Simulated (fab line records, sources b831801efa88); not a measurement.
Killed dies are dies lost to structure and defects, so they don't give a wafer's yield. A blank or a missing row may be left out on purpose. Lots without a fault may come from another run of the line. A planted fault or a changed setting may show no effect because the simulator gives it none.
Which tool did it? | flow gf180mcu | 14 lots, 42 wafers sampled, at 3 steps of a route of 602

WHAT THE GAUGES READ, wafer by wafer
GF_V1_BOW_MEAS_05. Usual: V1_BOW 83 um, standard deviation 6.8.
lot  | measured     | on            | V1_BOW (um) | flag
L971 | day 17 07:12 | film_metro-04 | 74 82 83    |
L972 | day 17 11:54 | film_metro-04 | 79 79 67    |
L975 | day 18 15:51 | film_metro-02 | 83 80 82    |
L976 | day 19 01:45 | film_metro-01 | 87 85 85    |
L979 | day 20 05:20 | film_metro-04 | 77 86 79    |
L982 | day 21 12:05 | film_metro-04 | 79 75 76    |
L984 | day 22 02:11 | film_metro-04 | 74 85 79    |
L985 | day 22 07:14 | film_metro-04 | 88 93 89    |
L986 | day 22 14:27 | film_metro-02 | 77 81 92    |
L987 | day 22 22:17 | film_metro-01 | 77 81 73    |
L988 | day 23 13:17 | film_metro-02 | 86 81 92    |
L991 | day 24 08:44 | film_metro-01 | 96 98 85    |
L992 | day 24 16:40 | film_metro-02 | 98 94 95    |
L994 | day 25 10:37 | film_metro-04 | 79 81 85    |

GF_V1_CD_MEAS_14: target cd 260 nm. Usual: cd_nm 260.4 nm, standard deviation 1.3.
lot  | measured     | on        | cd_nm (nm)        | flag
L971 | day 18 07:01 | cd_sem-01 | 262.1 262.5 262.5 |
L972 | day 18 11:34 | cd_sem-02 | 260.1 261.4 260.6 |
L975 | day 19 16:11 | cd_sem-02 | 259.7 261.0 261.0 |
L976 | day 20 02:17 | cd_sem-02 | 259.9 259.0 259.2 |
L979 | day 21 05:19 | cd_sem-02 | 255.9 257.3 256.9 |
L982 | day 22 11:54 | cd_sem-02 | 258.5 259.7 257.8 |
L984 | day 23 00:56 | cd_sem-02 | 260.5 261.6 261.0 |
L985 | day 23 06:03 | cd_sem-02 | 261.7 260.7 262.3 |
L986 | day 23 13:37 | cd_sem-02 | 259.2 260.1 260.4 |
L987 | day 23 20:46 | cd_sem-02 | 260.9 260.9 260.4 |
L988 | day 24 11:36 | cd_sem-02 | 261.0 261.5 261.7 |
L991 | day 25 07:24 | cd_sem-01 | 261.1 259.6 260.8 |
L992 | day 25 14:01 | cd_sem-02 | 259.1 260.0 259.7 |
L994 | day 26 07:17 | cd_sem-02 | 258.9 259.4 260.1 |

WHICH TOOL RAN EACH LOT (tool, then ch and the chambers of the sampled wafers, then the start)
lot  | GF_M1_METAL_ETCH_16
L971 | rie_metal-04 ch 0, day 17 05:49
L972 | rie_metal-02 ch 1, day 17 10:26
L975 | rie_metal-04 ch 0,1, day 18 14:35
L976 | rie_metal-03 ch 0,1, day 19 00:32
L979 | rie_metal-04 ch 0,1, day 20 04:06
L982 | rie_metal-02 ch 0,1, day 21 10:52
L984 | rie_metal-04 ch 0,1, day 22 00:57
L985 | rie_metal-04 ch 0,1, day 22 06:00
L986 | rie_metal-04 ch 0,1, day 22 13:14
L987 | rie_metal-02 ch 0,1, day 22 21:03
L988 | rie_metal-04 ch 0,1, day 23 12:04
L991 | rie_metal-02 ch 0,1, day 24 07:29
L992 | rie_metal-03 ch 0,1, day 24 15:24
L994 | rie_metal-03 ch 0,1, day 25 09:23
- GF_M1_METAL_ETCH_16: etches the open film in Cl2/BCl3, stops on SiO2, target depth 750.8 nm, time 125.1 s.

WHAT THE TOOLS THEMSELVES READ (means of the sampled wafers that have a number; where no wafer has one, the mark that the record gives instead)
GF_M1_METAL_ETCH_16. Usual: chamber_pressure_mTorr 8.000 mTorr, standard deviation 0.0082; drypump_motor_current_A 5.8 A, standard deviation 0.42; oes_product_au 0.989 a.u., standard deviation 0.0056; throttle_valve_pct 28.231 %, standard deviation 0.009.
lot  | tool         | chamber_pressure_mTorr (mTorr) | drypump_motor_current_A (A) | oes_product_au (a.u.) | throttle_valve_pct (%) | flag
L971 | rie_metal-04 | 8.000                          | 5.2                         | 0.984                 | 28.235                 |
L972 | rie_metal-02 | 8.009                          | 6.3                         | 0.991                 | 28.231                 |
L975 | rie_metal-04 | 7.997                          | 5.5                         | 0.983                 | 28.229                 |
L976 | rie_metal-03 | 8.002                          | 5.8                         | 0.994                 | 28.231                 |
L979 | rie_metal-04 | 8.002                          | 5.4                         | 0.985                 | 28.246                 |
L982 | rie_metal-02 | 7.993                          | 6.2                         | 0.988                 | 28.237                 |
L984 | rie_metal-04 | 7.997                          | 5.7                         | 0.984                 | 28.231                 |
L985 | rie_metal-04 | 7.999                          | 5.4                         | 0.983                 | 28.238                 |
L986 | rie_metal-04 | 7.992                          | 5.7                         | 0.986                 | 28.244                 |
L987 | rie_metal-02 | 8.005                          | 6.2                         | 0.991                 | 28.241                 |
L988 | rie_metal-04 | 7.997                          | 5.4                         | 0.991                 | 28.227                 |
L991 | rie_metal-02 | 7.997                          | 6.3                         | 0.988                 | 28.229                 |
L992 | rie_metal-03 | 7.987                          | 6.0                         | 0.989                 | 28.231                 |
L994 | rie_metal-03 | 7.995                          | 5.8                         | 0.992                 | 28.231                 |

THE ANSWER, worked out from the rows above alone
Rule: a lot is off if the mean of its wafers that have a number lies more than 3 standard deviations from the usual mean. A lot without any number at a reading at which 4 lots or more have one is off too. The other lots that the step has rows for count as sound. The gauges are gone through in route order, then the tools' own readings, and for those a lot's mean is taken as printed above. The first step at which some lot is off is used, and at that step the reading that is off furthest; a lot without a number counts as furthest.
No lot is off at any reading shown: from this, nothing can be told.

WHAT THE SIMULATOR HAD PUT IN
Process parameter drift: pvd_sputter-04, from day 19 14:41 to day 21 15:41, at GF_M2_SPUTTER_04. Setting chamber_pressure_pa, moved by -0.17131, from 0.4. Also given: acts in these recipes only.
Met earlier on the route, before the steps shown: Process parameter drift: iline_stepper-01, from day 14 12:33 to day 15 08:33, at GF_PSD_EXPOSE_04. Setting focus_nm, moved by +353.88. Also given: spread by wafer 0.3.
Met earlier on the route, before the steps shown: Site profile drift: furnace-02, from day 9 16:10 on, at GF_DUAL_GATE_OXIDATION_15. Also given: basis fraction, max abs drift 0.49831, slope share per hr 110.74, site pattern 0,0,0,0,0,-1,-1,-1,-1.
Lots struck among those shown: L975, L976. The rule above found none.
